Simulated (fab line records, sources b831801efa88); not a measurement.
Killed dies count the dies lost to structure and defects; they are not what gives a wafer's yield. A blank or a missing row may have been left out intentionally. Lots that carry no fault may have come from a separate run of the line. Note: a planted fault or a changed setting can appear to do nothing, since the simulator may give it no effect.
Which of the tools did it? | flow sky130 | 39 wafers from 13 lots sampled at 5 of the route's 708 steps

## WHAT THE GAUGES READ, wafer by wafer
SKY_VT_ADJUST_PCH_TW_MEAS_10. Usual: VT_ADJUST_PCH_TW gives 142.1 (standard deviation 1.2).
lot  | measured     | on            | VT_ADJUST_PCH_TW  | flag
L215 | day 10 08:28 | film metro-02 | 141.4 140.7 140.1 |
L216 | day 10 17:30 | film metro-01 | 141.6 142.2 142.0 |
L218 | day 11 08:16 | film metro-02 | 139.9 140.3 140.5 |
L219 | day 11 12:40 | film metro-01 | 143.1 141.8 143.7 |
L220 | day 11 23:23 | film metro-01 | 143.3 143.6 143.9 |
L221 | day 12 02:35 | film metro-04 | 143.2 143.3 143.5 |
L222 | day 12 14:16 | film metro-02 | 140.6 140.7 140.3 |
L231 | day 15 18:19 | film metro-04 | 142.8 143.7 142.9 |
L232 | day 16 01:23 | film metro-02 | 140.8 140.9 140.5 |
L233 | day 16 11:51 | film metro-01 | 142.3 143.0 142.3 |
L234 | day 16 12:12 | film metro-01 | 142.4 142.8 141.5 |
L235 | day 16 13:04 | film metro-01 | 142.6 141.8 142.2 |
L236 | day 17 19:31 | film metro-01 | 141.6 141.5 141.7 |

SKY_RES_PROTECT_TW_MEAS_08. Usual: POLY_GATE_TW gives 4017 (standard deviation 37).
lot  | measured     | on            | POLY_GATE_TW      | flag
L215 | day 15 14:10 | film metro-03 | 4006 4036 4031    |
L216 | day 15 14:28 | film metro-02 | 3942 3945 3939    |
L218 | day 16 02:05 | film metro-02 | 3973 3985 3981    |
L219 | day 16 06:05 | film metro-04 | 4056 4068 4069    |
L220 | day 16 16:44 | film metro-02 | 30 30 30 30 30 30 | OFF
L221 | day 17 00:11 | film metro-04 | 4080 4078 4054    |
L222 | day 17 09:56 | film metro-03 | 4045 4069 4054    |
L231 | day 21 08:17 | film metro-02 | 3977 3960 3980    |
L232 | day 21 17:55 | film metro-02 | 3980 4010 3992    |
L233 | day 22 05:42 | film metro-04 | 4038 4052 4045    |
L234 | day 22 04:30 | film metro-02 | 3969 3993 3979    |
L235 | day 22 06:57 | film metro-02 | 3989 3960 4011    |
L236 | day 23 08:34 | film metro-02 | 3964 3967 3959    |

SKY_POLY_GATE_THK_MEAS_04. Usual: POLY_GATE_CVD_03_THK gives 75.2 nm (standard deviation 0.68).
lot  | measured     | on            | POLY_GATE_CVD_03_THK (nm) | flag
L215 | day 15 15:38 | film metro-02 | 75.0 73.9 74.3            |
L216 | day 15 16:59 | film metro-02 | 75.0 75.6 75.6            |
L218 | day 16 05:16 | film metro-01 | 74.2 74.7 74.4            |
L219 | day 16 07:40 | film metro-01 | 75.3 76.1 75.5            |
L221 | day 17 05:16 | film metro-04 | 75.5 76.7 75.7            |
L222 | day 17 15:48 | film metro-04 | 76.2 75.5 75.4            |
L231 | day 21 12:43 | film metro-02 | 76.1 76.8 76.1            |
L232 | day 21 19:44 | film metro-04 | 73.9 74.9 75.0            |
L233 | day 22 07:20 | film metro-01 | 75.0 75.1 74.7            |
L234 | day 22 05:58 | film metro-01 | 75.6 75.5 75.3            |
L235 | day 22 08:41 | film metro-01 | 74.4 74.5 74.4            |
L236 | day 23 18:06 | film metro-04 | 74.7 74.7 74.9            |

SKY_POLY_GATE_CD_MEAS_22. Usual: 149.8 nm for cd nm, sd 1.6.
lot  | measured     | on        | cd nm (nm)        | flag
L215 | day 16 21:10 | cd sem-01 | 152.2 151.4 148.3 |
L216 | day 16 22:25 | cd sem-02 | 148.7 149.0 148.9 |
L218 | day 17 11:14 | cd sem-02 | 148.3 152.1 150.9 |
L219 | day 17 14:59 | cd sem-01 | 151.8 148.9 146.8 |
L221 | day 18 12:52 | cd sem-02 | 149.1 149.5 147.7 |
L222 | day 19 01:40 | cd sem-01 | 151.1 149.8 147.4 |
L231 | day 22 21:26 | cd sem-02 | 147.0 151.6 151.9 |
L232 | day 23 03:59 | cd sem-02 | 152.8 151.3 152.7 |
L233 | day 23 15:08 | cd sem-02 | 151.0 149.4 149.0 |
L234 | day 23 13:50 | cd sem-02 | 151.3 151.6 149.8 |
L235 | day 23 16:23 | cd sem-02 | 150.0 150.8 149.3 |
L236 | day 25 01:46 | cd sem-02 | 148.1 150.7 147.2 |

## WHICH TOOL RAN EACH LOT (tool, then ch and the chambers of the sampled wafers, then the start)
lot  | SKY_RES_PROTECT_EXPOSE_04
L215 | iline stepper-01 ch 0, day 15 00:48
L216 | iline stepper-01 ch 0, day 15 01:07
L218 | iline stepper-01 ch 0, day 15 12:49
L219 | iline stepper-02 ch 0, day 15 16:49
L220 | iline stepper-02 ch 0, day 16 02:55
L221 | iline stepper-01 ch 0, day 16 10:05
L222 | iline stepper-01 ch 0, day 16 19:49
L231 | iline stepper-02 ch 0, day 20 17:14
L232 | iline stepper-01 ch 0, day 21 02:11
L233 | iline stepper-01 ch 0, day 21 13:59
L234 | iline stepper-02 ch 0, day 21 12:55
L235 | iline stepper-02 ch 0, day 21 15:22
L236 | iline stepper-02 ch 0, day 22 17:03
- SKY_RES_PROTECT_EXPOSE_04: exposes mask RPM, target cd 1270 nm.

## AS READ BY THE TOOLS THEMSELVES (means over the sampled wafers that have a number; for cases with no such wafer, the mark the record gives instead)
The record holds no such reading with a usual standard deviation.

## THE ANSWER, worked out from the rows above alone
Rule: a lot is off if the mean of its wafers that have a number lies more than 3 standard deviations from the usual mean. Also off: a lot with no number at a reading for which 4 or more lots have one. All remaining lots with rows at the step are treated as sound. The gauges are gone through in route order, then the tools' own readings, and for those a lot's mean is taken as printed above. At the first step where some lot is off, the reading lying furthest off is the one used; lots without a number count as furthest.
Off: L220, at SKY_RES_PROTECT_TW_MEAS_08 (POLY_GATE_TW).
If a tool, at a process step before that reading, ran all the lots that are off and no sound lot after the first of them, it fits. Those tools and the gauges at SKY_RES_PROTECT_TW_MEAS_08 are tried in the same way. Of those tried, none fits.

## WHAT WAS PUT IN BY THE SIMULATOR
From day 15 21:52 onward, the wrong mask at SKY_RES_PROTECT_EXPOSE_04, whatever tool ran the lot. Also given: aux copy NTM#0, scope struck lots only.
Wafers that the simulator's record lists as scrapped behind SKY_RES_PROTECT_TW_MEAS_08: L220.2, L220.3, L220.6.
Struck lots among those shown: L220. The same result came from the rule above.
